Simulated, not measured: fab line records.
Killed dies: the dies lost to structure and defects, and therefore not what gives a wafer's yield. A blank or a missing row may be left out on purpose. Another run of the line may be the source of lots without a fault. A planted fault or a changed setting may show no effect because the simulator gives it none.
Which of the tools did it? + flow sky130 + 39 wafers from 13 lots sampled at 4 of the route's 708 steps

== WHAT THE GAUGES SHOWED, per wafer ==
SKY_VIA1_RS_MEAS_22: uses a four-point probe to measure.
| lot  | measured     | on            | VIA1_W_RS (ohm/sq) |
|------|--------------|---------------|--------------------|
| L315 | day 34 07:41 | film metro-02 | 0.426 0.421 0.423  |
| L317 | day 35 04:43 | film metro-02 | 0.421 0.417 0.420  |
| L318 | day 35 13:16 | film metro-04 | 0.428 0.427 0.424  |
| L320 | day 36 07:34 | film metro-04 | 0.438 0.432 0.434  |
| L323 | day 36 20:14 | film metro-02 | 0.431 0.429 0.432  |
| L324 | day 37 06:37 | film metro-02 | 0.434 0.435 0.426  |
| L325 | day 37 08:57 | film metro-01 | 0.420 0.424 0.423  |
| L327 | day 38 09:18 | film metro-04 | 0.433 0.433 0.430  |
| L330 | day 39 01:28 | film metro-04 | 0.431 0.431 0.428  |
| L331 | day 39 08:14 | film metro-02 | 0.428 0.424 0.438  |
| L333 | day 39 16:43 | film metro-02 | 0.422 0.430 0.421  |
| L334 | day 40 07:13 | film metro-01 | 0.421 0.420 0.419  |
| L338 | day 41 05:34 | film metro-02 | 0.437 0.435 0.439  |

== TOOL THAT RAN EACH LOT (tool first, then ch and the chambers of the sampled wafers, then the start) ==
| lot  | SKY_FIELD_ISO_WET_ETCH_30      | SKY_METAL1_SPUTTER_02        | SKY_VIA1_STRIP_16                    |
|------|--------------------------------|------------------------------|--------------------------------------|
| L315 | wet bench-01 ch 3, day 2 13:50 | pvd sputter-01, day 31 22:54 | plasma asher-03 ch 1, day 34 06:36   |
| L317 | wet bench-03 ch 1, day 2 20:17 | pvd sputter-03, day 32 20:25 | plasma asher-03 ch 0,1, day 35 03:54 |
| L318 | wet bench-03 ch 2, day 3 02:55 | pvd sputter-03, day 33 05:11 | plasma asher-02 ch 0,1, day 35 12:29 |
| L320 | wet bench-01 ch 0, day 3 13:38 | pvd sputter-04, day 33 23:27 | plasma asher-03 ch 0,1, day 36 06:39 |
| L323 | wet bench-03 ch 1, day 4 05:10 | pvd sputter-03, day 34 13:46 | plasma asher-02 ch 1, day 36 19:29   |
| L324 | wet bench-03 ch 0, day 4 09:37 | pvd sputter-03, day 34 23:33 | plasma asher-04 ch 0,1, day 37 05:51 |
| L325 | wet bench-03 ch 1, day 4 13:53 | pvd sputter-04, day 35 02:23 | plasma asher-04 ch 0,1, day 37 08:12 |
| L327 | wet bench-04 ch 0, day 5 02:29 | pvd sputter-01, day 36 02:48 | plasma asher-02 ch 0,1, day 38 08:32 |
| L330 | wet bench-01 ch 3, day 5 17:51 | pvd sputter-04, day 36 19:36 | plasma asher-03 ch 0,1, day 39 00:42 |
| L331 | wet bench-01 ch 2, day 5 22:47 | pvd sputter-04, day 37 02:56 | plasma asher-03 ch 0,1, day 39 07:27 |
| L333 | wet bench-04 ch 2, day 6 06:47 | pvd sputter-01, day 37 10:37 | plasma asher-04 ch 0,1, day 39 15:54 |
| L334 | wet bench-04 ch 1, day 6 14:54 | pvd sputter-03, day 38 02:41 | plasma asher-02 ch 0,1, day 40 06:20 |
| L338 | wet bench-01 ch 3, day 7 10:01 | pvd sputter-01, day 39 00:25 | plasma asher-04 ch 0,1, day 41 04:34 |
- SKY_FIELD_ISO_WET_ETCH_30: etches SiO2 in dHF, target depth 25 nm, time 50 s.
- SKY_METAL1_SPUTTER_02: material AlCu, target thk 250 nm, time 13.3 s.
- SKY_VIA1_STRIP_16: strips in O2/N2.

== AS READ BY THE TOOLS THEMSELVES (means over the sampled wafers that have a number; for cases with no such wafer, the mark the record gives instead) ==
SKY_FIELD_ISO_WET_ETCH_30.
| lot  | tool         | bath heat duty pct (%) | temp c (C) |
|------|--------------|------------------------|------------|
| L315 | wet bench-01 | 5.6                    | 25.15      |
| L317 | wet bench-03 | 6.0                    | 25.10      |
| L318 | wet bench-03 | 7.2                    | 25.08      |
| L320 | wet bench-01 | 6.1                    | 25.19      |
| L323 | wet bench-03 | 5.2                    | 25.06      |
| L324 | wet bench-03 | 21.3                   | 35.90      |
| L325 | wet bench-03 | 18.4                   | 35.96      |
| L327 | wet bench-04 | 6.8                    | 24.90      |
| L330 | wet bench-01 | 5.7                    | 25.02      |
| L331 | wet bench-01 | 5.3                    | 24.93      |
| L333 | wet bench-04 | 6.1                    | 24.95      |
| L334 | wet bench-04 | 6.3                    | 25.03      |
| L338 | wet bench-01 | 5.8                    | 24.98      |

SKY_METAL1_SPUTTER_02.
| lot  | tool           | throttle valve pct (%) |
|------|----------------|------------------------|
| L315 | pvd sputter-01 | 30.9                   |
| L317 | pvd sputter-03 | 29.4                   |
| L318 | pvd sputter-03 | 29.6                   |
| L320 | pvd sputter-04 | 29.6                   |
| L323 | pvd sputter-03 | 30.2                   |
| L324 | pvd sputter-03 | 29.5                   |
| L325 | pvd sputter-04 | 29.8                   |
| L327 | pvd sputter-01 | 31.1                   |
| L330 | pvd sputter-04 | 29.9                   |
| L331 | pvd sputter-04 | 29.9                   |
| L333 | pvd sputter-01 | 30.7                   |
| L334 | pvd sputter-03 | 30.5                   |
| L338 | pvd sputter-01 | 32.2                   |

SKY_VIA1_STRIP_16.
| lot  | tool            | drypump motor current A (A) | oes product au (a.u.) | strip time to endpoint s (s) |
|------|-----------------|-----------------------------|-----------------------|------------------------------|
| L315 | plasma asher-03 | 6.4                         | 0.414                 | 4.432                        |
| L317 | plasma asher-03 | 5.9                         | 0.411                 | 4.403                        |
| L318 | plasma asher-02 | 5.8                         | 0.415                 | 4.439                        |
| L320 | plasma asher-03 | 6.2                         | 0.414                 | 4.431                        |
| L323 | plasma asher-02 | 5.4                         | 0.415                 | 4.463                        |
| L324 | plasma asher-04 | 6.2                         | 0.417                 | 4.477                        |
| L325 | plasma asher-04 | 6.2                         | 0.412                 | 4.445                        |
| L327 | plasma asher-02 | 5.6                         | 0.421                 | 4.487                        |
| L330 | plasma asher-03 | 5.9                         | 0.420                 | 4.465                        |
| L331 | plasma asher-03 | 6.1                         | 0.416                 | 4.454                        |
| L333 | plasma asher-04 | 6.0                         | 0.413                 | 4.419                        |
| L334 | plasma asher-02 | 5.8                         | 0.417                 | 4.480                        |
| L338 | plasma asher-04 | 6.0                         | 0.418                 | 4.452                        |

== THE ANSWER, worked out from the rows above alone ==
Rule: the lots themselves supply what counts as usual. Put in order of their means at a reading, lots are off if they are a third of the lots or fewer, leave a main group of 4 or more, and stand apart from it by a gap of 3 or more times the standard deviation of the main group's means; of several such gaps the widest counts. A main group is skipped when, at the precision printed for the reading in the tables above, its means are all equal. Also off: a lot with no number at a reading for which 4 or more lots have one. Where the step has rows for the other lots, those lots are counted as sound. The gauges are gone through in route order, then the tools' own readings, and for those a lot's mean is taken as printed above. At the first step where some lot is off, the reading lying furthest off is the one used; lots without a number count as furthest.
Off: L324, L325 (SKY_FIELD_ISO_WET_ETCH_30, temp c). Mean 25.04 C and standard deviation 0.087 in the main group.
A tool fits if, at that step or a process step before it, it ran every lot that is off, and no sound lot after the first of them. One fits: wet bench-03 at SKY_FIELD_ISO_WET_ETCH_30. Its last sound lot is L323 (day 4 05:10), its first lot that is off L324 (day 4 09:37): a fault that began between those two fits.
The tool's own readings at SKY_FIELD_ISO_WET_ETCH_30 bear it out: on the lots that are off they differ by more than 5 times the standard deviation of the sound lots' means. bath heat duty pct reads 19.9 % there against 6.0 % on the sound lots; temp c reads 35.93 C there against 25.04 C on the sound lots.

== WHAT WAS PUT IN BY THE SIMULATOR ==
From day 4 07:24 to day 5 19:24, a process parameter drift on wet bench-03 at SKY_FIELD_ISO_WET_ETCH_30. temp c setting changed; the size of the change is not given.
Lots struck among those shown: L324, L325. The rule given above showed the same thing.
